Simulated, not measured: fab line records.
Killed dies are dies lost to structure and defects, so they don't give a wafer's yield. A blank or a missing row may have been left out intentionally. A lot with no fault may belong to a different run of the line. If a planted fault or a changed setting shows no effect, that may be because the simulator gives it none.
Comparing a struck lot with a sound one	flow sky130	24 steps out of a route of 708
Sound: the wafers L285.1, L285.3, L285.6. Struck: wafers L281.1, L281.4, L281.5. At the end, the cause is stated.
Order at every step that has rows: each side's tool, ch and its chambers, its first start. Under that, the readings that differ: sound wafers	struck wafers	difference of the means	sigmas: that difference in standard deviations of wafers without a fault.
alike: a reading whose means differ by less than 2 such deviations, as well as words and numbers matching on both sides. not compared: withheld readings; readings where some wafer has no value; bounds like >300 that might hide an equal value; numbers whose values overlap and for which the record gives no deviation.
Wherever a step has rows on one side only, a row that says differs or no value, or a row with sigmas, the two part there. Numbers that don't overlap but have no deviation are shown without sigmas and don't part them. Lack of a reading on every wafer of one side parts them only where that side has two or more wafers.

first, 9 steps without rows for these wafers: SKY_LI_CONTACT_ETCH_14 (etches BARC in N2/H2, stops on SiO2, time 45.9 s, target depth 60 nm); SKY_LI_CONTACT_ETCH_15 (etches PSG in C4F8/O2/Ar, stops on Si, target depth 600 nm); SKY_LI_CONTACT_STRIP_16 (strips in O2/N2); SKY_LI_CONTACT_CLEAN_17 (cleans in NMP, time 600 s); SKY_LI_CONTACT_PRE_CLEAN_18 (time 5.6 s); SKY_LI_CONTACT_SPUTTER_19 (material Ti, target thk 20 nm, time 106.37 s); SKY_LI_CONTACT_SPUTTER_20 (material TiN, target thk 20 nm, time 80 s); SKY_LI_CONTACT_CVD_21 (deposits W, target thk 400 nm, time 120.56 s); SKY_LI_CONTACT_CMP_24 (polishes, stops on PSG, t overpolish 20 s, target thk 0 nm).
SKY_LOCAL_INTERCONNECT_SPUTTER_00: material TiN, target thk 100 nm, time 83.3 s.
  sound on pvd_sputter-02 at day 36 04:28; struck on pvd_sputter-04 at day 34 23:14
  no value came back on the struck wafers for cathode_dc_power_W (W), chamber_pressure_pa (Pa), throttle_valve_pct (%); on the sound wafers cathode_dc_power_W (W) reads 6500.7 6501.3 6500.5
SKY_LOCAL_INTERCONNECT_RS_MEAS_01: the measuring method here is four-point-probe.
  sound on film_metro-02 at day 36 04:32; struck on film_metro-04 at day 34 23:19
reading	sound	struck	difference	sigmas
LOCAL_INTERCONNECT_TIN_RS (ohm/sq)	14.03 13.89 13.80	- - -	no value on the struck wafers	
SKY_LOCAL_INTERCONNECT_THK_MEAS_02: measures by xrf.
  sound on film_metro-02 at day 36 04:39; struck on film_metro-04 at day 34 23:26
reading	sound	struck	difference	sigmas
LOCAL_INTERCONNECT_TIN_THK (nm)	101.6 102.8 103.1	<0.0 <0.0 <0.0	differs	
then, 9 steps without rows for these wafers: SKY_LOCAL_INTERCONNECT_DEHYDRATE_03 (time 60 s); SKY_LOCAL_INTERCONNECT_HMDS_04 (prime time 60 s); SKY_LOCAL_INTERCONNECT_COAT_05 (resist thk 60 nm); SKY_LOCAL_INTERCONNECT_COAT_06 (resist thk 450 nm); SKY_LOCAL_INTERCONNECT_SOFTBAKE_07 (time 90 s); SKY_LOCAL_INTERCONNECT_EXPOSE_08 (exposes mask LI1M, target cd 170 nm); SKY_LOCAL_INTERCONNECT_PEB_09; SKY_LOCAL_INTERCONNECT_DEVELOP_10 (develop time 60 s); SKY_LOCAL_INTERCONNECT_ETCH_13 (etches BARC in N2/H2, stops on SiO2, time 45.9 s, target depth 60 nm).
SKY_LOCAL_INTERCONNECT_METAL_ETCH_14: etches TiN in Cl2/BCl3, stops on PSG, target depth 110 nm, time 31.4 s.
  sound on rie_metal-01 ch 0,1, day 37 07:09; struck on rie_metal-01 ch 0,1, day 36 01:57
reading	sound	struck	difference	sigmas
oes_product_au (a.u.)	0.946 0.952 0.955	0.492 0.484 0.490	-0.462	-54
throttle_valve_pct (%)	21.899 21.893 21.885	22.195 22.178 22.166	+0.287	+31
  alike: drypump_motor_current_A
  not compared: rf_hours_counter_h
then, 1 step without rows for these wafers: SKY_LOCAL_INTERCONNECT_STRIP_15 (strips in O2/N2).
-- record jumps: 14 days separate the struck wafers' starts on either side; left off in module LOCAL_INTERCONNECT, taken up again in module PAD_OPEN, whose first shown step is the route's number 708 --
SKY_PAD_OPEN_PROBE_99:
  sound on prober-01 at day 50 17:11; struck on prober-02 at day 50 00:56
reading	sound	struck	difference	sigmas
killed_at_M0_to_M3	43 43 47	10 8 11	-35	-5
killed_at_contacts	30 25 27	479 480 476	+451	+74
killed_at_front_end	20 11 14	3 1 4	-12	-3
killed_dies	98 81 92	492 492 492	+402	+40
killed_on_rim	17 19 19	96 96 96	+78	+22
killed_open	49 46 59	13 7 7	-42	-6
killed_short	49 35 33	6 5 8	-33	-5
  alike: killed_at_M4_up, killed_at_other

## WHERE THEY PART
Last at SKY_PAD_OPEN_PROBE_99 as far as this record goes, first at SKY_LOCAL_INTERCONNECT_SPUTTER_00.

WHY: what the simulator had put in
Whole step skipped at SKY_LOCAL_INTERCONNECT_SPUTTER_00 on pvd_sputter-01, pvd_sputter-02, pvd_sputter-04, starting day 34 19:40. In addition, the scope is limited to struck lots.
